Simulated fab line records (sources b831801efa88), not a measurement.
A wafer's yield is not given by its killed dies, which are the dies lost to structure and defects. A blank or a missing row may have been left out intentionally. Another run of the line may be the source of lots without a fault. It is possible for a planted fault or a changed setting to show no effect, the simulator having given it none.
fab line records	flow gf180mcu
[record] lots = 5	wafers = 23
route steps=602 shown V2@403 M3@410 V3@431 M4@460 V4@480
start-h: the number of hours between the record's first day and the start of the first shown wafer of the lot	wait-h: hours since the lot's step before	" repeats the value in the row above	L1.1+2: one row covering several wafers at once	- no value, or no start given	* or withheld: withheld	< > ~ a bound
route shown NAME@n: names a module that has steps shown in the file, with the first one's number in the route	usual: mean and standard deviation over wafers with no fault	same: alike in all rows	chamber/n: place in a boat	sites: each site's reading	_std_site: standard deviation of those values	_edge_site: outer sites' mean less inner sites'	radius-mm: for every site, how far away it sits from the centre of the wafer	mask NAME#n: copy n	behind: the last tool/chamber to shape the wafer	hold: what put the lot on hold/how long, in hours/how the hold closed	device: whichever transistor did not switch (one of n, p or np)	end of line: the tests these same wafers got at the end of their route	where a step has no rows: the recipe by itself	killed: dies lost to structure and defects at the first sort, not the wafer's yield	map: a wafer's dies, marking killed ones x, the rest . and places with no die _
set.NAME: the setting that was run; set.NAME@STEP: the one run at that earlier step	model.NAME: the simulator's own value behind a step, which no gauge read
lots run with intentionally changed settings; tables by step, rows by wafer
[[steps]]
[step GF_V2_SPUTTER_21]
[recipe] material = Ti	target-thk-nm = 15	chamber-pressure-pa = 5	power-w = 2500	substrate-temp-c = 200	time-s = 80.02
lot.wafer	tool	chamber	start-h	wait-h	set.chamber-pressure-pa	model.Ti_of_V2_SPUTTER_21.thk-nm
L074.1	pvd-sputter-01	-	462.21	0.0	5.481	13.76
L074.3	"	-	"	"	5.481	13.75
L074.4	"	-	"	"	5.481	13.94
L074.5	"	-	"	"	5.481	13.72
L074.6	"	-	"	"	5.481	13.9
L076.1	pvd-sputter-03	-	475.73	0.0	4.676	15.84
L076.2	"	-	"	"	4.676	16.14
L076.4	"	-	"	"	4.676	16.04
L076.5	"	-	"	"	4.676	16.18
L076.6	"	-	"	"	4.676	16.03
L077.1	pvd-sputter-02	-	492.77	0.0	4.542	16.19
L077.2	"	-	"	"	4.542	16.25
L077.3	"	-	"	"	4.542	16.41
L077.4	"	-	"	"	4.542	16.2
L077.5	"	-	"	"	4.542	16.36
L079.1	pvd-sputter-02	-	508.56	0.0	5	14.99
L079.2	"	-	"	"	5	15.11
L079.5	"	-	"	"	5	14.86
L082.1+2	pvd-sputter-03	-	531.18	0.0	4.335	16.98
L082.4	"	-	"	"	4.335	16.86
L082.5	"	-	"	"	4.335	17.23
L082.6	"	-	"	"	4.335	16.83
[step GF_M3_SPUTTER_01]
[recipe] material = TiN	target-thk-nm = 30	power-w = 6500	time-s = 25	chamber-pressure-pa = 0.4
lot.wafer	tool	chamber	start-h	wait-h	set.power-w	model.TiN_of_M3_SPUTTER_01.thk-nm
L074.1	pvd-sputter-04	-	463.00	0.1	6500	29.59
L074.3	"	-	"	"	6954	31.99
L074.4	"	-	"	"	6954	31.77
L074.5	"	-	"	"	6954	32.14
L074.6	"	-	"	"	6500	29.55
L076.1	pvd-sputter-01	-	476.52	0.1	6500	29.56
L076.2	"	-	"	"	6819	30.99
L076.4	"	-	"	"	6819	31.4
L076.5	"	-	"	"	6819	31.17
L076.6	"	-	"	"	6500	29.44
L077.1	pvd-sputter-03	-	493.57	0.1	6500	29.8
L077.2	"	-	"	"	6500	29.75
L077.3	"	-	"	"	6500	30.26
L077.4	"	-	"	"	6500	29.77
L077.5	"	-	"	"	6500	29.97
L079.1	pvd-sputter-03	-	509.36	0.1	6500	30.1
L079.2	"	-	"	"	6500	30.28
L079.5	"	-	"	"	6500	30.19
L082.1	pvd-sputter-04	-	532.00	0.1	6035	28.2
L082.2	"	-	"	"	6500	30.41
L082.4	"	-	"	"	6500	30.06
L082.5	"	-	"	"	6035	27.87
L082.6	"	-	"	"	6500	30.17
[step GF_M3_PEB_12]
[recipe] peb-temp-c = 135	peb-time-s = 90	resist = KrF
lot.wafer	tool	chamber	start-h	wait-h	set.peb-time-s
L074.1+3	litho-track-02	0	-	-	101.3
L074.4+5+6	"	0	"	"	90
L076.1+5	litho-track-04	0	-	-	90
L076.2+4+6	"	0	"	"	97.23
L077.1+2+3	litho-track-02	0	-	-	90
L077.4+5	"	0	"	"	82.94
L079.1+2+5	litho-track-02	0	-	-	90
L082.1+4+6	litho-track-04	0	-	-	90
L082.2+5	"	0	"	"	81.14
[step GF_M3_DEVELOP_13]
[recipe] develop-time-s = 60	dev-temp-c = 21
[step GF_M3_CD_MEAS_14]
[recipe] target-cd-nm = 280
[usual] cd-nm = 280.1/1.2
lot.wafer	tool	chamber	start-h	wait-h	set.peb-time-s@M3_PEB_12	cd-nm
L074.1	cd-sem-02	-	486.62	0.1	101.3	276.3
L074.3	"	-	"	"	101.3	277.2
L074.4	"	-	"	"	90	280.3
L074.5	"	-	"	"	90	279.3
L074.6	"	-	"	"	90	280.0
L076.1	cd-sem-01	-	500.61	0.1	90	279.6
L076.2	"	-	"	"	97.23	278.9
L076.4	"	-	"	"	97.23	278.0
L076.5	"	-	"	"	90	280.8
L076.6	"	-	"	"	97.23	278.6
L077.1	cd-sem-02	-	517.17	0.1	90	281.3
L077.2	"	-	"	"	90	280.1
L077.3	"	-	"	"	90	280.5
L077.4	"	-	"	"	82.94	282.3
L077.5	"	-	"	"	82.94	282.7
L079.1	cd-sem-01	-	532.47	0.1	90	282.3
L079.2	"	-	"	"	90	282.5
L079.5	"	-	"	"	90	282.3
L082.1	cd-sem-02	-	555.11	0.1	90	281.0
L082.2	"	-	"	"	81.14	283.2
L082.4	"	-	"	"	90	280.2
L082.5	"	-	"	"	81.14	283.3
L082.6	"	-	"	"	90	280.7
[step GF_V3_CVD_02]
[recipe] material = SiO2	target-thk-nm = 850	precursor = TEOS	temp-c = 400	time-s = 94.851	rf-w = 600
lot.wafer	tool	chamber	start-h	wait-h	set.time-s	model.SiO2_of_V3_CVD_02.thk-nm
L074.1	pecvd-03	2	487.71	0.1	94.851	831.6
L074.3	"	0	"	"	94.851	859.4
L074.4	"	1	"	"	101.6	921.5
L074.5	"	2	"	"	101.6	914
L074.6	"	0	"	"	94.851	849.6
L076.1	pecvd-03	0	501.67	0.1	94.851	834.4
L076.2	"	2	"	"	94.851	824.3
L076.4	"	0	"	"	94.851	850.6
L076.5	"	2	"	"	94.851	848.4
L076.6	"	1	"	"	94.851	854.2
L077.1	pecvd-03	0	518.10	0.1	94.851	838.8
L077.2	"	2	"	"	94.851	838.3
L077.3	"	1	"	"	94.851	840
L077.4	"	1	"	"	94.851	851.1
L077.5	"	0	"	"	94.851	854.4
L079.1	pecvd-02	2	533.40	0.1	94.851	832.5
L079.2	"	1	"	"	94.851	831.8
L079.5	"	0	"	"	94.851	830.5
L082.1	pecvd-02	1	556.04	0.1	108.6	965.1
L082.2	"	0	"	"	94.851	841.5
L082.4	"	2	"	"	108.6	967.7
L082.5	"	1	"	"	108.6	973.6
L082.6	"	0	"	"	94.851	851.9
[step GF_V3_THK_MEAS_03]
[recipe] reads = SiO2_of_V3_CVD_02
[usual] V3_CVD_02_THK = 846/11
lot.wafer	tool	chamber	start-h	wait-h	set.time-s@V3_CVD_02	V3_CVD_02_THK[nm]
L074.1	film-metro-04	-	487.78	0.0	94.851	831
L074.3	"	-	"	"	94.851	859
L074.4	"	-	"	"	101.6	921
L074.5	"	-	"	"	101.6	913
L074.6	"	-	"	"	94.851	849
L076.1	film-metro-01	-	501.74	0.0	94.851	834
L076.2	"	-	"	"	94.851	825
L076.4	"	-	"	"	94.851	849
L076.5	"	-	"	"	94.851	848
L076.6	"	-	"	"	94.851	854
L077.1	film-metro-03	-	518.17	0.0	94.851	839
L077.2	"	-	"	"	94.851	838
L077.3	"	-	"	"	94.851	839
L077.4	"	-	"	"	94.851	851
L077.5	"	-	"	"	94.851	854
L079.1	film-metro-04	-	533.47	0.0	94.851	832
L079.2	"	-	"	"	94.851	832
L079.5	"	-	"	"	94.851	831
L082.1	film-metro-01	-	556.11	0.0	108.6	965
L082.2	"	-	"	"	94.851	841
L082.4	"	-	"	"	108.6	968
L082.5	"	-	"	"	108.6	974
L082.6	"	-	"	"	94.851	852
[step GF_V3_CMP_04]
[recipe] material = SiO2	down-force-psi = 4	platen-rpm = 60	pad-velocity-m-s = 0.94248
[usual] time-to-endpoint-s = 81/4.7
lot.wafer	tool	chamber	start-h	wait-h	set.time-s@V3_CVD_02	time-to-endpoint-s
L074.1	cmp-01	1	487.89	0.1	94.851	72
L074.4	"	2	"	"	101.6	98
L074.3	"	3	"	"	94.851	84
L074.5	"	0	"	"	101.6	109
L074.6	"	1	"	"	94.851	78
L076.1	cmp-01	1	501.80	0.1	94.851	76
L076.4	"	2	"	"	94.851	74
L076.2	"	3	"	"	94.851	73
L076.5	"	1	"	"	94.851	76
L076.6	"	2	"	"	94.851	78
L077.4	cmp-02	3	518.23	0.0	94.851	86
L077.2	"	0	"	"	94.851	75
L077.3	"	1	"	"	94.851	81
L077.1	"	2	"	"	94.851	84
L077.5	"	0	"	"	94.851	79
L079.1	cmp-02	3	533.53	0.1	94.851	78
L079.2	"	1	"	"	94.851	76
L079.5	"	3	"	"	94.851	76
L082.1	cmp-01	3	556.22	0.1	108.6	126
L082.4	"	0	"	"	108.6	128
L082.2	"	1	"	"	94.851	79
L082.6	"	2	"	"	94.851	78
L082.5	"	3	"	"	108.6	127
[step GF_M4_SPUTTER_04]
[recipe] material = TiN	target-thk-nm = 50	power-w = 6500	time-s = 41.7	chamber-pressure-pa = 0.4
lot.wafer	tool	chamber	start-h	wait-h	set.time-s	model.TiN_of_M4_SPUTTER_04.thk-nm
L074.1	pvd-sputter-01	-	514.01	0.0	41.7	49.63
L074.3	"	-	"	"	41.7	49.46
L074.4	"	-	"	"	37.54	44.78
L074.5	"	-	"	"	41.7	49.5
L074.6	"	-	"	"	37.54	44.66
L076.1	pvd-sputter-04	-	526.67	0.0	41.7	50.36
L076.2	"	-	"	"	39.76	48.18
L076.4	"	-	"	"	41.7	49.55
L076.5	"	-	"	"	39.76	47.63
L076.6	"	-	"	"	39.76	48.34
L077.1	pvd-sputter-02	-	542.99	0.0	41.7	50.82
L077.2	"	-	"	"	39.72	48.68
L077.3	"	-	"	"	39.72	47.98
L077.4	"	-	"	"	41.7	51.05
L077.5	"	-	"	"	39.72	48.1
L079.1	pvd-sputter-01	-	558.03	0.0	41.7	49.57
L079.2	"	-	"	"	41.7	49.87
L079.5	"	-	"	"	41.7	49.71
L082.1	pvd-sputter-04	-	580.44	0.0	41.7	50.68
L082.2	"	-	"	"	41.7	51.45
L082.4	"	-	"	"	41.7	49.94
L082.5	"	-	"	"	41.7	50.43
L082.6	"	-	"	"	41.7	50.93
[step GF_M4_METAL_ETCH_16]
[recipe] chemistry = Cl2/BCl3	mask-material = KrF	target-depth-nm = 627.5	stop-on = SiO2	pressure-mtorr = 8	icp-w = 800	bias-w = 140	Cl2_flow_sccm = 80	bcl3-flow-sccm = 40	time-s = 104.6
lot.wafer	tool	chamber	start-h	wait-h	set.time-s	model.M4.feature-depth-nm	model.KrF_of_M4_COAT_09.thk-nm
L074.1	rie-metal-01	0	537.27	0.0	93.66	579	751.8
L074.3	"	0	"	"	104.6	598.6	725.6
L074.4+6	"	0	"	"	93.66	-	-
L074.5	"	0	"	"	104.6	599.9	725.6
L076.1	rie-metal-03	0	549.19	0.0	104.6	604.9	723.8
L076.2	"	1	"	"	108.9	605.3	727.8
L076.4	"	1	"	"	104.6	607.8	733.3
L076.5	"	1	"	"	104.6	609	735.1
L076.6	"	0	"	"	108.9	606.1	715.3
L077.1	rie-metal-02	1	565.99	0.0	104.6	600	743.4
L077.2	"	0	"	"	104.6	602.2	745.3
L077.3	"	0	"	"	90.96	524.4	781.8
L077.4	"	1	"	"	90.96	538.8	771.3
L077.5	"	1	"	"	104.6	603.8	742.6
L079.1	rie-metal-01	1	579.91	0.0	104.6	592.8	727.2
L079.2	"	0	"	"	104.6	596.8	726.3
L079.5	"	0	"	"	104.6	591.8	724.6
L082.1	rie-metal-02	1	601.97	0.0	104.6	603.8	741.1
L082.2	"	0	"	"	104.6	606.5	744.4
L082.4	"	0	"	"	104.6	606.4	746.2
L082.5	"	1	"	"	104.6	601.1	741.9
L082.6	"	0	"	"	104.6	603.4	744.7
[step GF_M4_STRIP_17]
[recipe] chemistry = O2/N2	power-w = 1400	pressure-mtorr = 1500	platen-temp-c = 250	o2-flow-sccm = 3000	n2-flow-sccm = 300	overash-fraction = 0.5
[usual] strip-time-to-endpoint-s = 7.88/0.066
lot.wafer	tool	chamber	start-h	wait-h	set.time-s@M4_METAL_ETCH_16	strip-time-to-endpoint-s
L074.1	plasma-asher-02	0	537.55	0.2	93.66	8.04
L074.3	"	0	"	"	104.6	7.78
L074.4	"	1	"	"	93.66	8.07
L074.5	"	0	"	"	104.6	7.79
L074.6	"	1	"	"	93.66	8.08
L076.1	plasma-asher-02	1	549.30	0.1	104.6	7.77
L076.2	"	0	"	"	108.9	7.81
L076.4	"	0	"	"	104.6	7.86
L076.5	"	1	"	"	104.6	7.87
L076.6	"	0	"	"	108.9	7.69
L077.1	plasma-asher-02	0	566.10	0.1	104.6	7.97
L077.2	"	1	"	"	104.6	7.97
L077.3	"	0	"	"	90.96	8.33
L077.4	"	1	"	"	90.96	8.22
L077.5	"	1	"	"	104.6	7.95
L079.1	plasma-asher-02	0	580.02	0.1	104.6	7.80
L079.2	"	1	"	"	104.6	7.79
L079.5	"	0	"	"	104.6	7.78
L082.1	plasma-asher-04	1	602.09	0.1	104.6	7.91
L082.2	"	0	"	"	104.6	7.97
L082.4	"	0	"	"	104.6	7.99
L082.5	"	1	"	"	104.6	7.95
L082.6	"	0	"	"	104.6	7.95
[step GF_V4_CMP_04]
[recipe] material = SiO2	down-force-psi = 4	platen-rpm = 60	pad-velocity-m-s = 0.94248
lot.wafer	tool	chamber	start-h	wait-h	set.leave-above-ref-nm	model.SiO2_of_V4_CVD_02.thk-nm
L074.4	cmp-02	0	538.39	0.1	651.1	649.7
L074.1	"	1	"	"	651.1	650.8
L074.3	"	2	"	"	632.5	632.4
L074.6	"	3	"	"	632.5	631.2
L074.5	"	0	"	"	651.1	649.4
L076.4	cmp-02	2	550.11	0.0	613.6	616.8
L076.1	"	3	"	"	613.6	613.9
L076.2	"	1	"	"	632.5	633.8
L076.6	"	2	"	"	613.6	615.6
L076.5	"	3	"	"	632.5	633.2
L077.1	cmp-01	2	566.94	0.1	632.5	630.8
L077.4+5	"	3	"	"	632.5	633.5
L077.3	"	0	"	"	632.5	633.3
L077.2	"	1	"	"	632.5	631.9
L079.2	cmp-02	0	580.96	0.2	632.5	632.9
L079.1	"	2	"	"	632.5	635.2
L079.5	"	0	"	"	632.5	631.4
L082.2	cmp-02	3	602.88	0.0	660.8	662.7
L082.4	"	1	"	"	660.8	662.5
L082.1	"	2	"	"	632.5	634.3
L082.6	"	3	"	"	632.5	634.9
L082.5	"	0	"	"	632.5	632.5
[step GF_V4_PEB_12]
[recipe] peb-temp-c = 135	peb-time-s = 90	resist = KrF
lot.wafer	tool	chamber	start-h	wait-h	set.peb-temp-c
L074.1+3+4+5+6	litho-track-03	0	-	-	135
L076.1+2+4+5+6	litho-track-03	0	-	-	135
L077.1+3+5	litho-track-01	0	-	-	133.6
L077.2+4	"	0	"	"	135
L079.1+2+5	litho-track-03	0	-	-	135
L082.1+4+5	litho-track-01	0	-	-	135
L082.2+6	"	0	"	"	133.3
[step GF_V4_DEVELOP_13]
[recipe] develop-time-s = 60	resist = KrF	dev-temp-c = 21
[step GF_V4_CD_MEAS_14]
[recipe] target-cd-nm = 260
[usual] cd-nm = 261.1/0.86
lot.wafer	tool	chamber	start-h	wait-h	set.peb-temp-c@V4_PEB_12	cd-nm
L074.1	cd-sem-02	-	561.59	0.1	135	262.9
L074.3	"	-	"	"	135	261.1
L074.4	"	-	"	"	135	261.8
L074.5	"	-	"	"	135	261.4
L074.6	"	-	"	"	135	260.8
L076.1	cd-sem-02	-	572.54	0.1	135	262.9
L076.2	"	-	"	"	135	262.3
L076.4	"	-	"	"	135	261.4
L076.5	"	-	"	"	135	261.7
L076.6	"	-	"	"	135	261.6
L077.1	cd-sem-01	-	589.14	0.1	133.6	256.9
L077.2	"	-	"	"	135	261.6
L077.3	"	-	"	"	133.6	258.2
L077.4	"	-	"	"	135	261.1
L077.5	"	-	"	"	133.6	257.7
L079.1	cd-sem-02	-	602.54	0.1	135	260.5
L079.2	"	-	"	"	135	260.4
L079.5	"	-	"	"	135	260.9
L082.1	cd-sem-01	-	622.99	0.1	135	260.8
L082.2	"	-	"	"	133.3	255.7
L082.4	"	-	"	"	135	260.6
L082.5	"	-	"	"	135	261.3
L082.6	"	-	"	"	133.3	256.1
[step GF_V4_ETCH_16]
[recipe] chemistry = N2/H2	target-depth-a = withheld	overetch-a = withheld	time-s = withheld	target = BARC	ion-energy-ev = 200	source-w = 500	bias-w = 100	pressure-mtorr = 30	n2-flow-sccm = 100	h2-flow-sccm = 200
lot.wafer	tool	chamber	start-h	wait-h	set.peb-temp-c@V4_PEB_12	model.V4.cd-nm
L074.1	rie-diel-02	2	561.75	0.0	135	263.1
L074.3	"	1	"	"	135	260.4
L074.4	"	0	"	"	135	262
L074.5	"	2	"	"	135	261.4
L074.6	"	3	"	"	135	260.6
L076.1	rie-diel-04	3	572.70	0.0	135	262.2
L076.2	"	1	"	"	135	261.8
L076.4	"	0	"	"	135	260.7
L076.5+6	"	0,1	"	"	135	261.4
L077.1	rie-diel-02	0	589.29	0.0	133.6	257
L077.2	"	2	"	"	135	261.9
L077.3	"	1	"	"	133.6	257.8
L077.4	"	0	"	"	135	261.1
L077.5	"	2	"	"	133.6	257.7
L079.1	rie-diel-04	3	602.70	0.0	135	260.7
L079.2	"	0	"	"	135	259.7
L079.5	"	0	"	"	135	260.4
L082.1	rie-diel-03	1	623.14	0.0	135	260.6
L082.2	"	3	"	"	133.3	256.9
L082.4	"	0	"	"	135	261.4
L082.5	"	1	"	"	135	261.3
L082.6	"	2	"	"	133.3	256.2
[step GF_V4_ETCH_17]
[recipe] chemistry = C4F8/O2/Ar	mask-material = KrF	target = SiO2	stop-on = TiN	source-w = 1500	bias-w = 1200	pressure-mtorr = 40	c4f8-flow-sccm = withheld	O2_flow_sccm = 6	Ar_flow_sccm = 300	time-s = withheld	target-depth-a = 6300
[usual] oes-product-au = 0.856/0.0051
lot.wafer	tool	chamber	start-h	wait-h	set.bias-w	set.time-s@M4_SPUTTER_04	set.leave-above-ref-nm@V4_CMP_04	set.peb-temp-c@V4_PEB_12	oes-product-au	model.V4.feature-depth-nm	model.TiN_of_M4_SPUTTER_04.thk-nm	model.V4.cd-nm
L074.1	rie-diel-02	2	-	-	1200	*	651.1	135	0.872	650.8	49.22	263.8
L074.3	"	1	"	"	1305	*	632.5	135	0.862	633.1	48.29	260.7
L074.4	"	0	"	"	1200	*	651.1	135	0.867	649.7	44.37	262.3
L074.5	"	2	"	"	1305	*	651.1	135	0.876	650.1	48.35	262.8
L074.6	"	3	"	"	1305	*	632.5	135	0.851	631.9	43.51	262.1
L076.1	rie-diel-04	3	-	-	1200	*	613.6	135	0.838	613.9	49.95	262.6
L076.2	"	1	"	"	1321	*	632.5	135	0.852	634.7	46.94	261.5
L076.4	"	0	"	"	1321	*	613.6	135	0.831	617.6	48.29	260.2
L076.5	"	0	"	"	1200	*	632.5	135	0.854	633.2	47.21	260.9
L076.6	"	1	"	"	1200	*	613.6	135	0.845	615.6	47.93	260.8
L077.1	rie-diel-02	0	-	-	1085	*	632.5	133.6	0.855	630.8	50.4	257
L077.2	"	2	"	"	1085	*	632.5	135	0.854	631.9	48.26	262
L077.3	"	1	"	"	1200	*	632.5	133.6	0.854	633.3	47.56	257.5
L077.4	"	0	"	"	1200	*	632.5	135	0.851	633.5	50.62	261.7
L077.5	"	2	"	"	1200	*	632.5	133.6	0.857	633.5	47.68	258
L079.1	rie-diel-04	3	-	-	1200	*	632.5	135	0.859	635.2	49.15	260.6
L079.2	"	0	"	"	1200	*	632.5	135	0.859	632.9	49.45	259.1
L079.5	"	0	"	"	1200	*	632.5	135	0.856	631.4	49.29	260.2
L082.1	rie-diel-03	1	-	-	1200	*	632.5	135	0.854	634.3	50.26	260.9
L082.2	"	3	"	"	1200	*	660.8	133.3	0.888	662.7	51.03	257.6
L082.4	"	0	"	"	1256	*	660.8	135	0.879	662.9	49.12	262.3
L082.5	"	1	"	"	1200	*	632.5	135	0.854	632.5	50.01	261.8
L082.6	"	2	"	"	1256	*	632.5	133.3	0.869	635.3	50.12	256
[step GF_V4_SPUTTER_21]
[recipe] material = Ti	target-thk-nm = 15	chamber-pressure-pa = 5	power-w = 2500	substrate-temp-c = 200	time-s = 80.02
lot.wafer	tool	chamber	start-h	wait-h	set.time-s	model.Ti_of_V4_SPUTTER_21.thk-nm
L074.1	pvd-sputter-02	-	562.41	0.0	87.58	16.54
L074.3	"	-	"	"	80.02	15.11
L074.4	"	-	"	"	80.02	15.31
L074.5	"	-	"	"	80.02	15.06
L074.6	"	-	"	"	87.58	16.4
L076.1	pvd-sputter-03	-	573.37	0.0	89.35	16.91
L076.2	"	-	"	"	89.35	16.45
L076.4	"	-	"	"	89.35	16.73
L076.5	"	-	"	"	80.02	15.07
L076.6	"	-	"	"	80.02	14.63
L077.1	pvd-sputter-03	-	589.99	0.0	80.02	15.21
L077.2	"	-	"	"	91.72	17.42
L077.3	"	-	"	"	80.02	15.4
L077.4	"	-	"	"	80.02	14.93
L077.5	"	-	"	"	91.72	17.13
L079.1	pvd-sputter-03	-	603.36	0.0	80.02	14.67
L079.2	"	-	"	"	80.02	14.94
L079.5	"	-	"	"	80.02	14.76
L082.1	pvd-sputter-02	-	623.84	0.0	69.9	13.03
L082.2	"	-	"	"	80.02	15
L082.4	"	-	"	"	69.9	13.05
L082.5	"	-	"	"	80.02	14.96
L082.6	"	-	"	"	80.02	15.07
[[key]]
[split] step = GF_V2_SPUTTER_21	setting = chamber-pressure-pa	stated = 5	by = lot
[response] step = GF_V2_SPUTTER_21	reading = model.Ti_of_V2_SPUTTER_21.thk-nm	change = -0.137	per = 1%	r = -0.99
[split] step = GF_M3_SPUTTER_01	setting = power-w	stated = 6500	by = wafer
[response] step = GF_M3_SPUTTER_01	reading = model.TiN_of_M3_SPUTTER_01.thk-nm	change = +0.327	per = 1%	r = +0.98
[split] step = GF_M3_PEB_12	setting = peb-time-s	stated = 90	by = wafer
[response] step = GF_M3_CD_MEAS_14	reading = cd-nm	change = -0.245	per = 1%	r = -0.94
[split] step = GF_V3_CVD_02	setting = time-s	stated = 94.851	by = wafer
[response] step = GF_V3_CVD_02	reading = model.SiO2_of_V3_CVD_02.thk-nm	change = +8.72	per = 1%	r = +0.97
[response] step = GF_V3_THK_MEAS_03	reading = V3_CVD_02_THK	change = +8.76	per = 1%	r = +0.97
[response] step = GF_V3_CMP_04	reading = time-to-endpoint-s	change = *	per = 1%	r = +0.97
[split] step = GF_M4_SPUTTER_04	setting = time-s	stated = 41.7	by = wafer
[response] step = GF_M4_SPUTTER_04	reading = model.TiN_of_M4_SPUTTER_04.thk-nm	change = +0.484	per = 1%	r = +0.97
[response] step = GF_V4_ETCH_17	reading = model.TiN_of_M4_SPUTTER_04.thk-nm	change = +0.47	per = 1%	r = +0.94
[split] step = GF_M4_METAL_ETCH_16	setting = time-s	stated = 104.6	by = wafer
[response] step = GF_M4_METAL_ETCH_16	reading = model.M4.feature-depth-nm	change = +4.16	per = 1%	r = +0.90
[response] step = GF_M4_METAL_ETCH_16	reading = model.KrF_of_M4_COAT_09.thk-nm	change = -2.49	per = 1%	r = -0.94
[response] step = GF_M4_STRIP_17	reading = strip-time-to-endpoint-s	change = *	per = 1%	r = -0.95
[split] step = GF_V4_CMP_04	setting = leave-above-ref-nm	stated = 632.5	by = wafer
[response] step = GF_V4_CMP_04	reading = model.SiO2_of_V4_CVD_02.thk-nm	change = +6.28	per = 1%	r = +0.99
[response] step = GF_V4_ETCH_17	reading = oes-product-au	change = +0.00533	per = 1%	r = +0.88
[response] step = GF_V4_ETCH_17	reading = model.V4.feature-depth-nm	change = +6.26	per = 1%	r = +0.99
[split] step = GF_V4_PEB_12	setting = peb-temp-c	stated = 135	by = wafer
[response] step = GF_V4_CD_MEAS_14	reading = cd-nm	change = +3.84	per = 1%	r = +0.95
[response] step = GF_V4_ETCH_16	reading = model.V4.cd-nm	change = +3.69	per = 1%	r = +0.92
[response] step = GF_V4_ETCH_17	reading = model.V4.cd-nm	change = +3.99	per = 1%	r = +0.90
[split] step = GF_V4_ETCH_17	setting = bias-w	stated = 1200	by = wafer
response none clear
[split] step = GF_V4_SPUTTER_21	setting = time-s	stated = 80.02	by = wafer
[response] step = GF_V4_SPUTTER_21	reading = model.Ti_of_V4_SPUTTER_21.thk-nm	change = +0.149	per = 1%	r = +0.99
